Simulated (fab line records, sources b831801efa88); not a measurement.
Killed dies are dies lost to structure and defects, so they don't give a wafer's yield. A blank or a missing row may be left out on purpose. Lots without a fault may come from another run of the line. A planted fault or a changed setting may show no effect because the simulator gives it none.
Problem report in the 8D (eight disciplines) form, filled by code | flow gf180mcu | the parts of the form that need people (team, actions taken, sign-off) are left out

1. THE PROBLEM
MIM_CVD_05_THK at GF_MIM_THK_MEAS_06 reads a mean of 37.8 nm on 1 wafer of 1 lot; wafers without a fault read 42.0 nm with a standard deviation of 0.68. That is -6.2 standard deviations from the usual mean.
First seen on wafer L594.6, day 28 06:21, on film_metro-04. The record holds 39 wafers of 13 lots with a number at this step. Rule for "out", or "out of limits": more than 4 standard deviations from the usual mean. The other wafers with a number count as sound.

2. WHAT IT IS AND WHAT IT IS NOT
question                    | is                | is not
which readings at this step | MIM_CVD_05_THK    | -
which lots                  | L594              | L580, L582, L583, L584, L586, L587, L588, L589, L591, L596, L602, L603
which wafers of those lots  | L594.6            | L594.3, L594.5
read on which gauges        | film_metro-04     | film_metro-01, film_metro-03
when                        | from day 28 06:21 | up to then (29 sound wafers); but 9 sound wafers of L596, L602, L603 came after

3. SUSPECTS, AND WHAT RULES EACH OUT
Counting: a tool at a process step up to the reading stays a suspect if it ran every lot that is out. Sound lots after the first of them don't rule it out here, since some wafers of a struck lot are sound.
- the gauge at GF_MIM_THK_MEAS_06: kept. All the wafers that are out were read on film_metro-04, and no step on other tools shows them out.
- pvd_sputter-02 at GF_V2_SPUTTER_22 (material TiN, target thk 10 nm, time 40 s): kept. It ran the lot that is out, L594 (day 24 06:44); its last sound lot up to then is L587 (day 22 04:28).
- plasma_asher-02 at GF_V3_STRIP_18 (strips in O2/N2): kept. It ran the lot that is out, L594 (day 26 05:20).
- pecvd-01 at GF_MIM_CVD_05 (deposits Si3N4, target thk 42 nm, time 29.086 s): kept. It ran the lot that is out, L594 (day 28 06:18); its last sound lot up to then is L591 (day 27 08:22).
- Within pecvd-01 at GF_MIM_CVD_05: the wafers that are out ran in chamber 2; their sound lot-mates ran in chambers 0, 1.
Left after counting: pvd_sputter-02 at GF_V2_SPUTTER_22, plasma_asher-02 at GF_V3_STRIP_18, pecvd-01 at GF_MIM_CVD_05, film_metro-04 at GF_MIM_THK_MEAS_06.

4. THE CAUSE (what the simulator had put in)
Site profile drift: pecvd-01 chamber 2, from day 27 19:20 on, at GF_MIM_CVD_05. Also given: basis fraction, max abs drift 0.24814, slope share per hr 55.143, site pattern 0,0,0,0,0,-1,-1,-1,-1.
Counting left 4 suspects, and this tool is among them.

5. THE CHAIN OF EFFECTS, in route order
Each row: a reading whose mean over the struck wafers that have a number lies more than 3 standard deviations from the usual. Only readings for which the record gives a usual standard deviation are gone through. hours: the time from each lot's start at the first step in this table that gives one to its start at this step, as a median over the lots. sigmas: the change in usual standard deviations.
hours | step               | reading        | usual   | on struck wafers | change | sigmas
0     | GF_MIM_THK_MEAS_06 | MIM_CVD_05_THK | 42.0 nm | 37.8             | -4.2   | -6.2

6. WHAT WOULD HAVE CAUGHT IT SOONER
In this record the first reading out of limits at a measuring or inspecting step was taken at day 28 06:21, 11 hours after the fault began at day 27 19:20.
Of the tool readings at GF_MIM_CVD_05 for which the record gives a usual standard deviation, none was out on any struck wafer, so an alarm limit of 4 standard deviations on them would not have fired.
All the lots that are out (1) had begun GF_MIM_CVD_05 on pecvd-01 by day 28 06:21. A hold on the tool at that time would have spared none of them.
